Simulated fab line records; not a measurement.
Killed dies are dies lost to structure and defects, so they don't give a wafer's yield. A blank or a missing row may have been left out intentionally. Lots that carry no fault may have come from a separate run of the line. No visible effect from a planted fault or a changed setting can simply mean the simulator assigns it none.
Matching of chambers ; flow sfqLine ; rieDiel-02 running SFQ_TRILAYER_I7_VIA_BARC_OPEN_VIA_ETCH_260: 4 sister chambers
The step etches BARC in O2, target depth 125 nm, time 41.7 s. 8 wafers are shown with their chamber, then 7 later ones without.

== WAFERS, EACH WITH ITS CHAMBER ==
wafer;chamber;drypumpMotorCurrentA (A);oesProductAu (a.u.)
L511.1;3;5.7;0.685
L511.2;2;5.4;0.680
L511.6;2;5.4;0.687
L514.1;1;5.2;0.690
L514.5;1;5.2;0.686
L514.6;0;5.9;0.685
L517.1;3;5.7;0.688
L517.2;0;5.8;0.687

== WAFERS MISSING THEIR CHAMBER ==
wafer;drypumpMotorCurrentA (A);oesProductAu (a.u.)
L517.3;5.2;0.686
L526.1;5.2;0.677
L526.2;5.4;0.681
L526.4;5.7;0.675
L527.1;5.3;0.686
L527.2;5.2;0.680
L527.5;5.3;0.690

== THE CHAMBER EACH PASSED THROUGH ==
wafer;from the rows above;in truth
L517.3;1;1
L526.1;1;1
L526.2;2;2
L526.4;can't be placed: 3 or 0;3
L527.1;can't be placed: 1 or 2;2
L527.2;1;1
L527.5;can't be placed: 1 or 2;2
Correctly placed: 4 of 7. From these rows, 3 cannot be placed; in 3 the true chamber is one of the candidates. Number placed wrongly: 0.
How it was worked out, from the rows above alone: a wafer's distance from a chamber is the root of the sum, over the readings, of the square of ((its reading less the chamber's mean) divided by the reading's scatter). If the next closest chamber is less than 2 further off than the closest, the wafer can't be placed; otherwise it belongs to the closest. Each chamber's mean is taken over the wafers shown for it. The scatter is the square root of a quotient: the sum, over the shown wafers, of each reading's squared deviation from its chamber's mean, divided by wafers minus chambers.
